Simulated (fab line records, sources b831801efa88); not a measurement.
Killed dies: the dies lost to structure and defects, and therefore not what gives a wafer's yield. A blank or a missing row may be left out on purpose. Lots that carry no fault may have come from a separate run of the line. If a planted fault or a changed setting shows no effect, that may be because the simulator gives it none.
One fault seen from 2 desks    flow sky130    what lay behind the numbers comes last; until then each desk has only its own

== THE TOOL OWNER'S DESK: rie_diel-02 ==
The tool's own readings at SKY_VIA1_ETCH_14 (etches BARC in N2/H2, stops on SiO2, time 45.9 s, target depth 60 nm): means of the sampled wafers that have a number, for each lot that ran on this tool. If a lot's mean is further than 4 standard deviations from the usual mean, the lot is out of limits and carries the mark OUT (the distance appears in the brackets).
Columns: A = drypump_motor_current_A at SKY_VIA1_ETCH_14, usual 5.7 A; B = oes_product_au at SKY_VIA1_ETCH_14, usual 0.856 a.u.; C = throttle_valve_pct at SKY_VIA1_ETCH_14, usual 13.226 %
lot   first seen here  A    B      C
L135  day 35 19:33     5.6  0.852  13.229
L138  day 36 18:30     5.4  0.855  13.228
L139  day 37 03:49     5.6  0.847  13.253
This desk's verdict: no lot among the 3 shows anything out of limits.

== AT THE METROLOGY DESK ==
What the gauges read for every lot (on any tool): the sampled wafers with a number, averaged. If a lot's mean is further than 4 standard deviations from the usual mean, the lot is out of limits and carries the mark OUT (the distance appears in the brackets).
Columns: A = VIA1_BOW at SKY_VIA1_BOW_MEAS_03, usual 78 um; B = cd_nm at SKY_VIA1_CD_MEAS_12, usual 149.9 nm; C = VIA1_OVL at SKY_VIA1_OVL_MEAS_13, usual 2 nm
lot   first seen here  A   B      C
L134  day 34 16:36     77  150.5  -9
L135  day 34 17:38     78  149.4  6
L138  day 35 16:31     83  152.1  -5
L139  day 36 01:51     75  146.5  8
L140  day 36 10:41     79  147.4  3
L153  day 40 02:51     82  150.6  -2
This desk's verdict: no lot among the 6 shows anything out of limits.

== TAKEN TOGETHER ==
The tool owner's desk saw nothing out of limits.
Nothing out of limits was seen by the metrology desk.

== WHAT WAS PUT IN BY THE SIMULATOR ==
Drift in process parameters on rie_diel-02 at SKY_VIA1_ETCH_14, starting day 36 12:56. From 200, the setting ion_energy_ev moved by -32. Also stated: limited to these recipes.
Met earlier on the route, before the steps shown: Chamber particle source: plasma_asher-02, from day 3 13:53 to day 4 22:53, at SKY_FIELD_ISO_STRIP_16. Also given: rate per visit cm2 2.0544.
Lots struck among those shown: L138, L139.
